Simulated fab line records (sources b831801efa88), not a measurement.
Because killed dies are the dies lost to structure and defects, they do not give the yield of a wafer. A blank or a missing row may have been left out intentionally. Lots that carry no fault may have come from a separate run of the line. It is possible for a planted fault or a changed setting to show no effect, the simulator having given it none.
One fault through the eyes of 2 desks + flow sky130 + only its own numbers are on each desk; what lay behind them is given at the end

## DESK OF THE TOOL OWNER: rie diel-03
The tool's own readings at SKY_SONOS_ONO_ETCH_15 (etches the open film in CHF3/O2, target depth 19.52 nm, time 7.8 s): means of the sampled wafers that have a number, for each lot that ran on this tool. Marked OUT: a lot whose mean sits more than 4 standard deviations from the usual mean, which makes it out of limits; the brackets give that distance.
Columns: A = drypump motor current A at SKY_SONOS_ONO_ETCH_15, usual 5.8 A; B = oes product au at SKY_SONOS_ONO_ETCH_15, usual 1.000 a.u.; C = throttle valve pct at SKY_SONOS_ONO_ETCH_15, usual 8.825 %
| lot  | first seen here | A   | B     | C     |
|------|-----------------|-----|-------|-------|
| L588 | day 13 16:01    | 5.9 | 0.992 | 8.822 |
| L589 | day 14 08:31    | 5.4 | 0.993 | 8.820 |
| L594 | day 16 04:00    | 5.5 | 0.997 | 8.817 |
| L598 | day 17 17:58    | 5.8 | 0.988 | 8.827 |
| L601 | day 18 09:04    | 5.5 | 0.998 | 8.821 |
Finding of this desk: none of the 5 lots has anything out of limits.

## FROM THE METROLOGY DESK
What the gauges read, lot by lot, whatever tool the lot ran on: means of the sampled wafers that have a number. Marked OUT: a lot whose mean sits more than 4 standard deviations from the usual mean, which makes it out of limits; the brackets give that distance.
Columns: A = cd nm at SKY_VT_ADJUST_HVTR_CD_MEAS_07, usual 380 nm; B = SONOS_TUNNEL_OVL at SKY_SONOS_TUNNEL_OVL_MEAS_08, usual -0.7 nm
| lot  | first seen here | A   | B    |
|------|-----------------|-----|------|
| L585 | day 9 18:26     | 379 | -0.4 |
| L586 | day 10 00:47    | 375 | 1.2  |
| L587 | day 10 08:41    | 380 | 2.4  |
| L588 | day 10 12:30    | 376 | 0.3  |
| L589 | day 10 23:07    | 376 | -0.1 |
| L590 | day 11 04:20    | 381 | -1.2 |
| L592 | day 11 18:17    | 382 | -0.3 |
| L594 | day 12 08:03    | 382 | -3.1 |
| L598 | day 14 02:13    | 381 | -1.3 |
| L601 | day 14 13:01    | 383 | -1.4 |
| L604 | day 15 19:18    | 376 | -1.9 |
| L607 | day 16 11:48    | 382 | -0.7 |
Finding of this desk: none of the 12 lots has anything out of limits.

## TAKEN TOGETHER
Nothing out of limits was seen by the tool owner's desk.
The metrology desk saw nothing out of limits.

## WHAT THE SIMULATOR HAD PUT IN
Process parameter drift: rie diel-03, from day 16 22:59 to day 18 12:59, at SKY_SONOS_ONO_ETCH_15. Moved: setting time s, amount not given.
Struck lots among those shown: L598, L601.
